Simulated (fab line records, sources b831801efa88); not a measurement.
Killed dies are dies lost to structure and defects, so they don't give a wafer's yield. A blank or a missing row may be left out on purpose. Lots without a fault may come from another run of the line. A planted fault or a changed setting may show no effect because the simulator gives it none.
Which tool did it? | flow gf180mcu | 6 lots, 18 wafers sampled, at 3 steps of a route of 602

WHAT THE GAUGES READ, wafer by wafer
GF_CONTACT_CD_MEAS_14: target cd 220 nm.
lot  | measured     | on        | cd_nm (nm)
L192 | day 16 09:01 | cd_sem-01 | 218.7 220.6 218.4
L196 | day 17 20:29 | cd_sem-02 | 220.7 221.6 221.1
L198 | day 19 02:14 | cd_sem-01 | 221.8 222.3 222.7
L208 | day 22 05:39 | cd_sem-01 | 200.7 200.3 201.9
L211 | day 23 09:53 | cd_sem-01 | 221.1 222.0 221.9
L214 | day 24 02:49 | cd_sem-01 | 220.1 221.0 221.0

WHICH TOOL RAN EACH LOT (tool, then ch and the chambers of the sampled wafers, then the start)
lot  | GF_SAB_CVD_00                   | GF_CONTACT_SOFTBAKE_10
L192 | pecvd-02 ch 0,1, day 14 12:17   | litho_track-02 ch 0, day 15 22:00
L196 | pecvd-04 ch 0,1,2, day 15 21:25 | litho_track-01 ch 0, day 17 08:00
L198 | pecvd-02 ch 0,1, day 17 01:52   | litho_track-01 ch 0, day 18 14:00
L208 | pecvd-04 ch 1,2, day 20 04:49   | litho_track-02 ch 0, day 21 17:00
L211 | pecvd-03 ch 0,2, day 21 09:04   | litho_track-03 ch 0, day 22 21:00
L214 | pecvd-04 ch 0,1,2, day 22 03:31 | litho_track-01 ch 0, day 23 15:00
- GF_SAB_CVD_00: deposits SiO2 from TEOS, target thk 50 nm, time 4.9302 s.
- GF_CONTACT_SOFTBAKE_10: time 60 s.

THE ANSWER, worked out from the rows above alone
Rule: what is usual is taken from the lots themselves. Put in order of their means at a reading, lots are off if they are a third of the lots or fewer, leave a main group of 4 or more, and stand apart from it by a gap of 3 or more times the standard deviation of the main group's means; of several such gaps the widest counts. A main group whose means are all the same, to the digits that the tables above print for the reading, isn't used. A lot without any number at a reading at which 4 lots or more have one is off too. The other lots that the step has rows for count as sound.
Off: L208, at GF_CONTACT_CD_MEAS_14 (cd_nm). The main group: mean 221.0 nm, standard deviation 1.
A tool fits if, at a process step before that reading, it ran every lot that is off, and no sound lot after the first of them. The gauges at GF_CONTACT_CD_MEAS_14 are tried like those tools. One fits: litho_track-02 at GF_CONTACT_SOFTBAKE_10. Its last sound lot is L192 (day 15 22:00), its first lot that is off L208 (day 21 17:00): a fault that began between those two fits.

WHAT THE SIMULATOR HAD PUT IN
Process parameter drift: litho_track-02, from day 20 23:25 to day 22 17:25, at GF_CONTACT_SOFTBAKE_10. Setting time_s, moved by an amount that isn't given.
Lots struck among those shown: L208. The rule above found the same.
